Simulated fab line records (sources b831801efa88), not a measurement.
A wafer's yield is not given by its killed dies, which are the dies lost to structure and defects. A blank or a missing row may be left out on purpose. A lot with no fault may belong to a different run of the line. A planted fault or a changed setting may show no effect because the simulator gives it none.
Chamber matching + flow sky130 + SKY_METAL3_ETCH_17 on rie_diel-02 has 4 sister chambers
The step etches SiO2 in C4F8/O2/Ar, stops on TiN, time 3.9 s, target depth 15 nm. 8 wafers are shown with their chamber, then 12 later ones without.

WAFERS, EACH WITH ITS CHAMBER
| wafer  | chamber | oes_product_au (a.u.) |
|--------|---------|-----------------------|
| L087.5 | 3       | 0.750                 |
| L088.1 | 3       | 0.761                 |
| L088.2 | 0       | 0.756                 |
| L088.5 | 2       | 0.759                 |
| L088.6 | 1       | 0.762                 |
| L091.3 | 2       | 0.764                 |
| L091.5 | 0       | 0.768                 |
| L091.6 | 1       | 0.764                 |

WAFERS WITHOUT THEIR CHAMBER
| wafer  | oes_product_au (a.u.) |
|--------|-----------------------|
| L094.1 | 0.754                 |
| L094.5 | 0.760                 |
| L094.6 | 0.755                 |
| L093.3 | 0.747                 |
| L093.5 | 0.770                 |
| L093.6 | 0.763                 |
| L095.1 | 0.744                 |
| L095.2 | 0.756                 |
| L095.3 | 0.762                 |
| L097.2 | 0.742                 |
| L097.4 | 0.747                 |
| L097.6 | 0.759                 |

WHICH CHAMBER EACH WENT THROUGH
| wafer  | from the rows above               | in truth |
|--------|-----------------------------------|----------|
| L094.1 | can't be placed: 3 or 2 or 0 or 1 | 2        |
| L094.5 | can't be placed: 2 or 0 or 1 or 3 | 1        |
| L094.6 | can't be placed: 3 or 2 or 0 or 1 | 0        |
| L093.3 | can't be placed: 3 or 2 or 0 or 1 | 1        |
| L093.5 | can't be placed: 1 or 0 or 2 or 3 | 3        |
| L093.6 | can't be placed: 1 or 0 or 2 or 3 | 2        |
| L095.1 | can't be placed: 3 or 2 or 0 or 1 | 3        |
| L095.2 | can't be placed: 3 or 2 or 0 or 1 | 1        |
| L095.3 | can't be placed: 0 or 2 or 1 or 3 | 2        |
| L097.2 | can't be placed: 3 or 2 or 0 or 1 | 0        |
| L097.4 | can't be placed: 3 or 2 or 0 or 1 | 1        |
| L097.6 | can't be placed: 2 or 0 or 3 or 1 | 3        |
0 of 12 placed correctly. Not placeable from these rows: 12 (in 12, the candidates include the true chamber). 0 placed wrongly.
How it was worked out, from the rows above alone: a wafer's distance from a chamber is the root of the sum, over the readings, of the square of ((its reading less the chamber's mean) divided by the reading's scatter). If the next closest chamber is less than 2 further off than the closest, the wafer can't be placed; otherwise it belongs to the closest. For every chamber, the mean is computed from those of its wafers that are shown. The scatter: take each reading less its chamber's mean, square it, sum over the shown wafers, divide by the number of wafers less the number of chambers, and take the root.
